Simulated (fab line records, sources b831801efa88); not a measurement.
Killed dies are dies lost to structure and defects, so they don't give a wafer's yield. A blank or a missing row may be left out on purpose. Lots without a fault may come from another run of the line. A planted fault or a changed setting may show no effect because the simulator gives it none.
Which tool did it? | flow gf180mcu | 24 lots, 72 wafers sampled, at 5 steps of a route of 602

WHAT THE GAUGES READ, wafer by wafer
GF_V3_THK_MEAS_03. Usual: V3_CVD_02_THK 852 nm, standard deviation 11.
lot  | measured     | on            | V3_CVD_02_THK (nm) | flag
L074 | day 20 13:22 | film_metro-04 | 836 838 849        |
L075 | day 20 18:49 | film_metro-03 | 832 839 834        |
L076 | day 21 15:47 | film_metro-04 | 829 836 846        |
L077 | day 21 16:48 | film_metro-01 | 868 864 870        |
L078 | day 21 23:47 | film_metro-03 | 835 846 844        |
L079 | day 22 10:13 | film_metro-01 | 860 863 865        |
L080 | day 24 23:30 | film_metro-03 | 850 836 855        |
L081 | day 25 02:52 | film_metro-01 | 847 844 862        |
L082 | day 25 03:52 | film_metro-04 | 843 861 854        |
L084 | day 25 06:14 | film_metro-01 | 849 853 862        |
L083 | day 25 07:25 | film_metro-03 | 845 848 854        |
L085 | day 25 10:26 | film_metro-01 | 844 839 860        |
L086 | day 25 11:04 | film_metro-04 | 829 849 839        |
L087 | day 25 23:49 | film_metro-01 | 836 849 847        |
L088 | day 26 18:02 | film_metro-01 | 850 867 852        |
L089 | day 26 20:29 | film_metro-01 | 851 851 869        |
L090 | day 27 01:43 | film_metro-04 | 834 842 866        |
L091 | day 27 11:33 | film_metro-03 | 850 883 863        |
L092 | day 27 21:55 | film_metro-01 | 853 844 869        |
L094 | day 28 10:38 | film_metro-01 | 842 835 861        |
L093 | day 28 10:49 | film_metro-03 | 853 871 873        |
L095 | day 28 19:05 | film_metro-04 | 848 837 855        |
L097 | day 29 05:52 | film_metro-03 | 848 860 854        |
L096 | day 29 06:13 | film_metro-03 | 854 869 857        |

GF_V4_THK_MEAS_25: measures by xrf. Usual: V4_W_THK 355 nm, standard deviation 8.
lot  | measured     | on            | V4_W_THK (nm) | flag
L074 | day 23 16:56 | film_metro-04 | 353 374 367   |
L075 | day 23 21:09 | film_metro-02 | 346 348 347   |
L076 | day 24 17:03 | film_metro-02 | 344 343 342   |
L077 | day 24 17:53 | film_metro-03 | 359 357 358   |
L078 | day 24 23:34 | film_metro-02 | 342 343 342   |
L079 | day 25 09:35 | film_metro-03 | 358 356 355   |
L080 | day 27 17:31 | film_metro-02 | 342 345 362   |
L081 | day 27 20:12 | film_metro-03 | 365 362 360   |
L082 | day 27 20:26 | film_metro-02 | 362 350 359   |
L084 | day 27 23:16 | film_metro-04 | 366 353 369   |
L083 | day 28 00:49 | film_metro-03 | 353 368 349   |
L085 | day 28 03:14 | film_metro-04 | 355 370 376   |
L086 | day 28 04:19 | film_metro-03 | 355 353 354   |
L087 | day 28 15:50 | film_metro-02 | 340 358 343   |
L088 | day 29 08:39 | film_metro-02 | 345 344 338   |
L089 | day 29 11:26 | film_metro-02 | 352 363 350   |
L090 | day 29 14:50 | film_metro-03 | 371 367 354   |
L091 | day 30 00:49 | film_metro-04 | 355 356 351   |
L092 | day 30 10:24 | film_metro-04 | 354 351 349   |
L094 | day 30 21:45 | film_metro-04 | 356 351 355   |
L093 | day 30 22:11 | film_metro-02 | 360 350 360   |
L095 | day 31 05:37 | film_metro-03 | 360 357 355   |
L097 | day 31 15:47 | film_metro-03 | 363 357 357   |
L096 | day 31 15:55 | film_metro-04 | 350 354 354   |

WHICH TOOL RAN EACH LOT (tool, then ch and the chambers of the sampled wafers, then the start)
lot  | GF_M1_STRIP_17                       | GF_V1_CVD_02                    | GF_M2_METAL_ETCH_16
L074 | plasma_asher-01 ch 0,1, day 16 06:06 | pecvd-04 ch 0,1,2, day 16 06:48 | rie_metal-03 ch 0,1, day 18 07:23
L075 | plasma_asher-01 ch 0,1, day 16 11:12 | pecvd-04 ch 0,1,2, day 16 11:53 | rie_metal-04 ch 0,1, day 18 12:41
L076 | plasma_asher-01 ch 1, day 17 07:25   | pecvd-01 ch 0,1, day 17 08:05   | rie_metal-02 ch 0,1, day 19 11:05
L077 | plasma_asher-03 ch 0,1, day 17 09:41 | pecvd-01 ch 1,2, day 17 10:22   | rie_metal-04 ch 0,1, day 19 12:11
L078 | plasma_asher-01 ch 0,1, day 17 15:50 | pecvd-01 ch 0,2, day 17 16:30   | rie_metal-03 ch 0, day 19 19:05
L079 | plasma_asher-01 ch 0,1, day 18 01:19 | pecvd-04 ch 1,2, day 18 02:01   | rie_metal-03 ch 0,1, day 20 05:35
L080 | plasma_asher-01 ch 1, day 20 21:28   | pecvd-03 ch 0,1, day 20 22:08   | rie_metal-03 ch 0, day 22 23:31
L081 | plasma_asher-01 ch 0,1, day 21 00:47 | pecvd-04 ch 0,1,2, day 21 01:30 | rie_metal-03 ch 0, day 23 03:08
L082 | plasma_asher-01 ch 0,1, day 21 03:06 | pecvd-03 ch 0,1, day 21 03:44   | rie_metal-02 ch 1, day 23 04:58
L084 | plasma_asher-01 ch 0,1, day 21 04:09 | pecvd-04 ch 0,1,2, day 21 04:53 | rie_metal-04 ch 0,1, day 23 06:15
L083 | plasma_asher-02 ch 0,1, day 21 06:54 | pecvd-01 ch 0,2, day 21 07:34   | rie_metal-02 ch 0,1, day 23 08:56
L085 | plasma_asher-01 ch 0,1, day 21 09:45 | pecvd-03 ch 0,2, day 21 10:29   | rie_metal-03 ch 0,1, day 23 11:12
L086 | plasma_asher-03 ch 0,1, day 21 11:07 | pecvd-03 ch 0,1,2, day 21 11:49 | rie_metal-02 ch 0, day 23 12:16
L087 | plasma_asher-03 ch 0,1, day 22 00:44 | pecvd-01 ch 0,2, day 22 01:23   | rie_metal-03 ch 0,1, day 24 01:08
L088 | plasma_asher-02 ch 0,1, day 22 22:38 | pecvd-03 ch 0,2, day 22 23:23   | rie_metal-04 ch 1, day 24 21:02
L089 | plasma_asher-03 ch 0,1, day 23 00:24 | pecvd-01 ch 0,1, day 23 01:25   | rie_metal-02 ch 0,1, day 24 23:34
L090 | plasma_asher-02 ch 0,1, day 23 05:57 | pecvd-03 ch 1,2, day 23 06:41   | rie_metal-04 ch 1, day 25 04:17
L091 | plasma_asher-02 ch 0,1, day 23 17:48 | pecvd-01 ch 0,1,2, day 23 18:28 | rie_metal-03 ch 0,1, day 25 15:31
L092 | plasma_asher-03 ch 0,1, day 24 04:02 | pecvd-03 ch 0,2, day 24 04:44   | rie_metal-03 ch 0,1, day 26 01:59
L094 | plasma_asher-01 ch 0,1, day 24 20:02 | pecvd-03 ch 0,1,2, day 24 20:43 | rie_metal-03 ch 0, day 26 15:48
L093 | plasma_asher-02 ch 0,1, day 24 20:50 | pecvd-04 ch 0,1,2, day 24 21:32 | rie_metal-04 ch 0,1, day 26 16:41
L095 | plasma_asher-03 ch 0,1, day 25 04:40 | pecvd-03 ch 0,1,2, day 25 05:20 | rie_metal-04 ch 0,1, day 27 00:19
L097 | plasma_asher-01 ch 0,1, day 25 15:55 | pecvd-01 ch 1,2, day 25 16:35   | rie_metal-04 ch 0,1, day 27 11:16
L096 | plasma_asher-02 ch 0,1, day 25 16:38 | pecvd-03 ch 0,1,2, day 25 17:18 | rie_metal-03 ch 1, day 27 12:23
- GF_M1_STRIP_17: strips in O2/N2.
- GF_V1_CVD_02: deposits SiO2 from TEOS, target thk 850 nm, time 94.851 s.
- GF_M2_METAL_ETCH_16: etches the open film in Cl2/BCl3, stops on SiO2, target depth 627.5 nm, time 104.6 s.

WHAT THE TOOLS THEMSELVES READ (means of the sampled wafers that have a number; where no wafer has one, the mark that the record gives instead)
GF_M1_STRIP_17. Usual: drypump_motor_current_A 5.7 A, standard deviation 0.31; heater_power_w 305 W, standard deviation 31; oes_product_au 0.557 a.u., standard deviation 0.0049; strip_time_to_endpoint_s 7.85 s, standard deviation 0.053.
lot  | tool            | drypump_motor_current_A (A) | heater_power_w (W) | oes_product_au (a.u.) | strip_time_to_endpoint_s (s) | flag
L074 | plasma_asher-01 | 5.8                         | 313                | 0.555                 | 7.90                         |
L075 | plasma_asher-01 | 5.8                         | 316                | 0.553                 | 7.86                         |
L076 | plasma_asher-01 | 6.0                         | 298                | 0.556                 | 7.85                         |
L077 | plasma_asher-03 | 5.5                         | 260                | 0.558                 | 7.87                         |
L078 | plasma_asher-01 | 5.6                         | 326                | 0.559                 | 7.82                         |
L079 | plasma_asher-01 | 5.6                         | 328                | 0.552                 | 7.83                         |
L080 | plasma_asher-01 | 6.0                         | 299                | 0.565                 | 7.93                         |
L081 | plasma_asher-01 | 5.8                         | 317                | 0.557                 | 7.84                         |
L082 | plasma_asher-01 | 5.5                         | 331                | 0.559                 | 7.94                         |
L084 | plasma_asher-01 | 5.6                         | 326                | 0.558                 | 7.80                         |
L083 | plasma_asher-02 | 6.0                         | 319                | 0.564                 | 7.97                         |
L085 | plasma_asher-01 | 5.6                         | 333                | 0.554                 | 7.80                         |
L086 | plasma_asher-03 | 5.7                         | 260                | 0.562                 | 7.89                         |
L087 | plasma_asher-03 | 5.5                         | 262                | 0.558                 | 7.83                         |
L088 | plasma_asher-02 | 6.0                         | 312                | 0.553                 | 7.81                         |
L089 | plasma_asher-03 | 5.5                         | 261                | 0.563                 | 7.89                         |
L090 | plasma_asher-02 | 6.1                         | 324                | 0.556                 | 7.79                         |
L091 | plasma_asher-02 | 6.0                         | 324                | 0.555                 | 7.80                         |
L092 | plasma_asher-03 | 5.5                         | 263                | 0.556                 | 7.81                         |
L094 | plasma_asher-01 | 5.8                         | 312                | 0.558                 | 7.82                         |
L093 | plasma_asher-02 | 6.0                         | 323                | 0.557                 | 7.86                         |
L095 | plasma_asher-03 | 5.7                         | 260                | 0.554                 | 7.83                         |
L097 | plasma_asher-01 | 5.8                         | 312                | 0.557                 | 7.83                         |
L096 | plasma_asher-02 | 6.0                         | 324                | 0.556                 | 7.82                         |

GF_V1_CVD_02. Usual: heater_power_w 671 W, standard deviation 87.
lot  | tool     | heater_power_w (W) | flag
L074 | pecvd-04 | 682                |
L075 | pecvd-04 | 637                |
L076 | pecvd-01 | 554                |
L077 | pecvd-01 | 701                |
L078 | pecvd-01 | 665                |
L079 | pecvd-04 | 620                |
L080 | pecvd-03 | 720                |
L081 | pecvd-04 | 617                |
L082 | pecvd-03 | 723                |
L084 | pecvd-04 | 673                |
L083 | pecvd-01 | 655                |
L085 | pecvd-03 | 701                |
L086 | pecvd-03 | 694                |
L087 | pecvd-01 | 720                |
L088 | pecvd-03 | 668                |
L089 | pecvd-01 | 576                |
L090 | pecvd-03 | 658                |
L091 | pecvd-01 | 609                |
L092 | pecvd-03 | 695                |
L094 | pecvd-03 | 724                |
L093 | pecvd-04 | 658                |
L095 | pecvd-03 | 740                |
L097 | pecvd-01 | 682                |
L096 | pecvd-03 | 708                |

GF_M2_METAL_ETCH_16. Usual: drypump_motor_current_A 5.8 A, standard deviation 0.41; oes_product_au 0.971 a.u., standard deviation 0.006; throttle_valve_pct 28.251 %, standard deviation 0.0097.
lot  | tool         | drypump_motor_current_A (A) | oes_product_au (a.u.) | throttle_valve_pct (%) | flag
L074 | rie_metal-03 | 5.9                         | 0.971                 | 28.251                 |
L075 | rie_metal-04 | 5.4                         | 0.969                 | 28.250                 |
L076 | rie_metal-02 | 6.4                         | 0.975                 | 28.254                 |
L077 | rie_metal-04 | 5.4                         | 0.967                 | 28.252                 |
L078 | rie_metal-03 | 5.6                         | 0.972                 | 28.245                 |
L079 | rie_metal-03 | 5.8                         | 0.966                 | 28.247                 |
L080 | rie_metal-03 | 5.6                         | 0.979                 | 28.248                 |
L081 | rie_metal-03 | 5.6                         | 0.963                 | 28.259                 |
L082 | rie_metal-02 | 6.4                         | 0.976                 | 28.251                 |
L084 | rie_metal-04 | 5.4                         | 0.971                 | 28.256                 |
L083 | rie_metal-02 | 6.4                         | 0.968                 | 28.258                 |
L085 | rie_metal-03 | 5.9                         | 0.973                 | 28.247                 |
L086 | rie_metal-02 | 6.4                         | 0.976                 | 28.244                 |
L087 | rie_metal-03 | 5.8                         | 0.974                 | 28.247                 |
L088 | rie_metal-04 | 5.3                         | 0.969                 | 28.259                 |
L089 | rie_metal-02 | 6.4                         | 0.976                 | 28.242                 |
L090 | rie_metal-04 | 5.3                         | 0.973                 | 28.253                 |
L091 | rie_metal-03 | 5.9                         | 0.965                 | 28.258                 |
L092 | rie_metal-03 | 5.9                         | 0.976                 | 28.251                 |
L094 | rie_metal-03 | 5.6                         | 0.976                 | 28.239                 |
L093 | rie_metal-04 | 5.4                         | 0.967                 | 28.264                 |
L095 | rie_metal-04 | 5.4                         | 0.967                 | 28.256                 |
L097 | rie_metal-04 | 5.4                         | 0.980                 | 28.255                 |
L096 | rie_metal-03 | 6.1                         | 0.970                 | 28.248                 |

THE ANSWER, worked out from the rows above alone
Rule: a lot is off if the mean of its wafers that have a number lies more than 3 standard deviations from the usual mean. A lot without any number at a reading at which 4 lots or more have one is off too. The other lots that the step has rows for count as sound. The gauges are gone through in route order, then the tools' own readings, and for those a lot's mean is taken as printed above. The first step at which some lot is off is used, and at that step the reading that is off furthest; a lot without a number counts as furthest.
No lot is off at any reading shown: from this, nothing can be told.

WHAT THE SIMULATOR HAD PUT IN
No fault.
